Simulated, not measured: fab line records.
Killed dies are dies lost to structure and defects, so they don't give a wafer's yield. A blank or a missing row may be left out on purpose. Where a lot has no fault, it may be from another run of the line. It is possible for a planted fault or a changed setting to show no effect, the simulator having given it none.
The tool behind it: which one? / flow sky130 / 10 lots with 30 wafers sampled at 6 steps, on a route of 708 steps

## WHAT THE GAUGES READ, wafer by wafer
SKY_VIA3_OVL_MEAS_13. Usual: VIA3_OVL gives -1 nm (standard deviation 5.5).
lot=L954; measured=day 39 18:43; on=overlay-02; VIA3_OVL (nm)=5 -6 -5; flag=
lot=L955; measured=day 40 02:47; on=overlay-01; VIA3_OVL (nm)=1 2 10; flag=
lot=L959; measured=day 41 11:28; on=overlay-02; VIA3_OVL (nm)=0 -7 -7; flag=
lot=L961; measured=day 41 22:17; on=overlay-01; VIA3_OVL (nm)=-5 -4 -6; flag=
lot=L962; measured=day 42 17:56; on=overlay-02; VIA3_OVL (nm)=-2 0 -1; flag=
lot=L972; measured=day 45 08:11; on=overlay-02; VIA3_OVL (nm)=-2 0 -3; flag=
lot=L973; measured=day 45 10:27; on=overlay-01; VIA3_OVL (nm)=-3 -8 -3; flag=
lot=L974; measured=day 45 13:30; on=overlay-01; VIA3_OVL (nm)=0 -10 -2; flag=
lot=L976; measured=day 46 10:17; on=overlay-01; VIA3_OVL (nm)=8 2 6; flag=
lot=L977; measured=day 46 17:42; on=overlay-01; VIA3_OVL (nm)=-11 -8 -4; flag=

SKY_VIA3_RS_MEAS_22: measures by four-point-probe. Usual: VIA3_W_RS gives 0.2936 ohm/sq (standard deviation 0.0029).
lot=L954; measured=day 39 19:49; on=film-metro-03; VIA3_W_RS (ohm/sq)=0.2935 0.2936 0.2922; flag=
lot=L955; measured=day 40 03:44; on=film-metro-02; VIA3_W_RS (ohm/sq)=0.2915 0.2903 0.2925; flag=
lot=L959; measured=day 41 12:23; on=film-metro-02; VIA3_W_RS (ohm/sq)=0.2979 0.2943 0.2970; flag=
lot=L961; measured=day 41 23:14; on=film-metro-02; VIA3_W_RS (ohm/sq)=0.2934 0.2030 0.2022; flag=OFF
lot=L962; measured=day 42 18:53; on=film-metro-03; VIA3_W_RS (ohm/sq)=0.2021 0.2890 0.2900; flag=OFF
lot=L972; measured=day 45 09:08; on=film-metro-02; VIA3_W_RS (ohm/sq)=0.2988 0.2974 0.2919; flag=
lot=L973; measured=day 45 11:22; on=film-metro-04; VIA3_W_RS (ohm/sq)=0.2929 0.2938 0.2939; flag=
lot=L974; measured=day 45 14:25; on=film-metro-03; VIA3_W_RS (ohm/sq)=0.2996 0.2992 0.2961; flag=
lot=L976; measured=day 46 11:13; on=film-metro-04; VIA3_W_RS (ohm/sq)=0.2946 0.2969 0.2941; flag=
lot=L977; measured=day 46 19:03; on=film-metro-03; VIA3_W_RS (ohm/sq)=0.2913 0.2923 0.2925; flag=

SKY_VIA3_THK_MEAS_23: measures by xrf. Usual: VIA3_W_THK gives 378 nm (standard deviation 6.8).
lot=L954; measured=day 39 19:54; on=film-metro-03; VIA3_W_THK (nm)=389 384 386; flag=
lot=L955; measured=day 40 03:50; on=film-metro-02; VIA3_W_THK (nm)=372 371 372; flag=
lot=L959; measured=day 41 12:30; on=film-metro-02; VIA3_W_THK (nm)=370 376 371; flag=
lot=L961; measured=day 41 23:20; on=film-metro-02; VIA3_W_THK (nm)=375 528 532; flag=OFF
lot=L962; measured=day 42 18:59; on=film-metro-03; VIA3_W_THK (nm)=557 391 390; flag=OFF
lot=L972; measured=day 45 09:15; on=film-metro-02; VIA3_W_THK (nm)=368 370 375; flag=
lot=L973; measured=day 45 11:29; on=film-metro-04; VIA3_W_THK (nm)=380 379 381; flag=
lot=L974; measured=day 45 14:32; on=film-metro-03; VIA3_W_THK (nm)=377 373 381; flag=
lot=L976; measured=day 46 11:19; on=film-metro-04; VIA3_W_THK (nm)=372 369 372; flag=
lot=L977; measured=day 46 19:10; on=film-metro-03; VIA3_W_THK (nm)=383 381 384; flag=

## TOOL THAT RAN EACH LOT (tool first, then ch and the chambers of the sampled wafers, then the start)
lot=L954; SKY_METAL3_ETCH_17=rie-diel-03 ch 0,2,3, day 38 15:58; SKY_VIA3_CMP_02=cmp-02 ch 0,1, day 38 17:04; SKY_VIA3_CVD_21=cvd-w-02 ch 1, day 39 19:38
lot=L955; SKY_METAL3_ETCH_17=rie-diel-03 ch 0,3, day 38 23:58; SKY_VIA3_CMP_02=cmp-01 ch 0,1,3, day 39 01:08; SKY_VIA3_CVD_21=cvd-w-02 ch 0,1, day 40 03:36
lot=L959; SKY_METAL3_ETCH_17=rie-diel-01 ch 1,2,3, day 40 08:49; SKY_VIA3_CMP_02=cmp-01 ch 0,1,3, day 40 09:52; SKY_VIA3_CVD_21=cvd-w-02 ch 0,1, day 41 12:15
lot=L961; SKY_METAL3_ETCH_17=rie-diel-03 ch 1,2,3, day 40 20:14; SKY_VIA3_CMP_02=cmp-02 ch 1,2,3, day 40 21:23; SKY_VIA3_CVD_21=cvd-w-02 ch 0,1, day 41 23:07
lot=L962; SKY_METAL3_ETCH_17=rie-diel-03 ch 0,1,3, day 41 15:08; SKY_VIA3_CMP_02=cmp-01 ch 0,1,2, day 41 16:14; SKY_VIA3_CVD_21=cvd-w-02 ch 0,1, day 42 18:46
lot=L972; SKY_METAL3_ETCH_17=rie-diel-01 ch 0,1,2, day 44 07:29; SKY_VIA3_CMP_02=cmp-02 ch 0,3, day 44 08:54; SKY_VIA3_CVD_21=cvd-w-01 ch 0,1, day 45 09:01
lot=L973; SKY_METAL3_ETCH_17=rie-diel-04 ch 1,2,3, day 44 10:53; SKY_VIA3_CMP_02=cmp-02 ch 1,3, day 44 12:01; SKY_VIA3_CVD_21=cvd-w-02 ch 0,1, day 45 11:14
lot=L974; SKY_METAL3_ETCH_17=rie-diel-03 ch 1,2,3, day 44 14:11; SKY_VIA3_CMP_02=cmp-01 ch 1,2,3, day 44 15:38; SKY_VIA3_CVD_21=cvd-w-02 ch 0,1, day 45 14:18
lot=L976; SKY_METAL3_ETCH_17=rie-diel-03 ch 1,3, day 45 11:25; SKY_VIA3_CMP_02=cmp-02 ch 1,2, day 45 12:31; SKY_VIA3_CVD_21=cvd-w-02 ch 0, day 46 11:04
lot=L977; SKY_METAL3_ETCH_17=rie-diel-01 ch 0,1,2, day 45 19:47; SKY_VIA3_CMP_02=cmp-01 ch 0,1,3, day 45 20:49; SKY_VIA3_CVD_21=cvd-w-02 ch 0,1, day 46 18:56
- SKY_METAL3_ETCH_17: etches SiO2 in C4F8/O2/Ar, stops on TiN, time 3.9 s, target depth 15 nm.
- SKY_VIA3_CMP_02: polishes SiO2.
- SKY_VIA3_CVD_21: deposits W, target thk 390 nm, time 117.31 s.

## AS READ BY THE TOOLS THEMSELVES (means over the sampled wafers that have a number; for cases with no such wafer, the mark the record gives instead)
SKY_METAL3_ETCH_17. Usual: oes-product-au 0.756 a.u., standard deviation 0.0072; rf-fwd-power-W 1471 W, standard deviation 8.7.
lot=L954; tool=rie-diel-03; oes-product-au (a.u.)=0.760; rf-fwd-power-W (W)=1476; flag=
lot=L955; tool=rie-diel-03; oes-product-au (a.u.)=0.760; rf-fwd-power-W (W)=1476; flag=
lot=L959; tool=rie-diel-01; oes-product-au (a.u.)=0.757; rf-fwd-power-W (W)=1461; flag=
lot=L961; tool=rie-diel-03; oes-product-au (a.u.)=0.750; rf-fwd-power-W (W)=1476; flag=
lot=L962; tool=rie-diel-03; oes-product-au (a.u.)=0.760; rf-fwd-power-W (W)=1480; flag=
lot=L972; tool=rie-diel-01; oes-product-au (a.u.)=0.760; rf-fwd-power-W (W)=1469; flag=
lot=L973; tool=rie-diel-04; oes-product-au (a.u.)=0.753; rf-fwd-power-W (W)=1473; flag=
lot=L974; tool=rie-diel-03; oes-product-au (a.u.)=0.743; rf-fwd-power-W (W)=1473; flag=
lot=L976; tool=rie-diel-03; oes-product-au (a.u.)=0.759; rf-fwd-power-W (W)=1477; flag=
lot=L977; tool=rie-diel-01; oes-product-au (a.u.)=0.756; rf-fwd-power-W (W)=1468; flag=

SKY_VIA3_CMP_02. Usual: head-pressure-psi 4.001 psi, standard deviation 0.009; motor-current-A 11.7 A, standard deviation 1.2; retaining-ring-pressure-frac 1.000, standard deviation 0.0048.
lot=L954; tool=cmp-02; head-pressure-psi (psi)=3.996; motor-current-A (A)=11.4; retaining-ring-pressure-frac=0.998; flag=
lot=L955; tool=cmp-01; head-pressure-psi (psi)=4.002; motor-current-A (A)=12.3; retaining-ring-pressure-frac=1.001; flag=
lot=L959; tool=cmp-01; head-pressure-psi (psi)=4.004; motor-current-A (A)=11.7; retaining-ring-pressure-frac=0.998; flag=
lot=L961; tool=cmp-02; head-pressure-psi (psi)=4.001; motor-current-A (A)=13.2; retaining-ring-pressure-frac=0.996; flag=
lot=L962; tool=cmp-01; head-pressure-psi (psi)=4.006; motor-current-A (A)=11.2; retaining-ring-pressure-frac=1.000; flag=
lot=L972; tool=cmp-02; head-pressure-psi (psi)=3.997; motor-current-A (A)=11.4; retaining-ring-pressure-frac=1.000; flag=
lot=L973; tool=cmp-02; head-pressure-psi (psi)=3.999; motor-current-A (A)=11.9; retaining-ring-pressure-frac=0.997; flag=
lot=L974; tool=cmp-01; head-pressure-psi (psi)=3.995; motor-current-A (A)=12.0; retaining-ring-pressure-frac=1.002; flag=
lot=L976; tool=cmp-02; head-pressure-psi (psi)=4.005; motor-current-A (A)=12.9; retaining-ring-pressure-frac=1.001; flag=
lot=L977; tool=cmp-01; head-pressure-psi (psi)=4.009; motor-current-A (A)=12.0; retaining-ring-pressure-frac=1.000; flag=

SKY_VIA3_CVD_21. Usual: heater-power-w 766 W, standard deviation 44.
lot=L954; tool=cvd-w-02; heater-power-w (W)=786; flag=
lot=L955; tool=cvd-w-02; heater-power-w (W)=787; flag=
lot=L959; tool=cvd-w-02; heater-power-w (W)=799; flag=
lot=L961; tool=cvd-w-02; heater-power-w (W)=796; flag=
lot=L962; tool=cvd-w-02; heater-power-w (W)=805; flag=
lot=L972; tool=cvd-w-01; heater-power-w (W)=716; flag=
lot=L973; tool=cvd-w-02; heater-power-w (W)=798; flag=
lot=L974; tool=cvd-w-02; heater-power-w (W)=804; flag=
lot=L976; tool=cvd-w-02; heater-power-w (W)=801; flag=
lot=L977; tool=cvd-w-02; heater-power-w (W)=806; flag=

## THE ANSWER, worked out from the rows above alone
Rule: take the mean of a lot's wafers that have a number; if it is more than 3 standard deviations from the usual mean, the lot is off. A lot without any number at a reading at which 4 lots or more have one is off too. All remaining lots with rows at the step are treated as sound. Order of review: gauges by route order, followed by the tools' own readings, for which a lot's mean as printed above is used. The first step at which some lot is off is used, and at that step the reading that is off furthest; a lot without a number counts as furthest.
Off: L961, L962, seen at SKY_VIA3_RS_MEAS_22 (VIA3_W_RS).
If a tool, at a process step before that reading, ran all the lots that are off and no sound lot after the first of them, it fits. Those tools and the gauges at SKY_VIA3_RS_MEAS_22 are tried in the same way. Of those tried, none fits.

## WHAT WAS PUT IN BY THE SIMULATOR
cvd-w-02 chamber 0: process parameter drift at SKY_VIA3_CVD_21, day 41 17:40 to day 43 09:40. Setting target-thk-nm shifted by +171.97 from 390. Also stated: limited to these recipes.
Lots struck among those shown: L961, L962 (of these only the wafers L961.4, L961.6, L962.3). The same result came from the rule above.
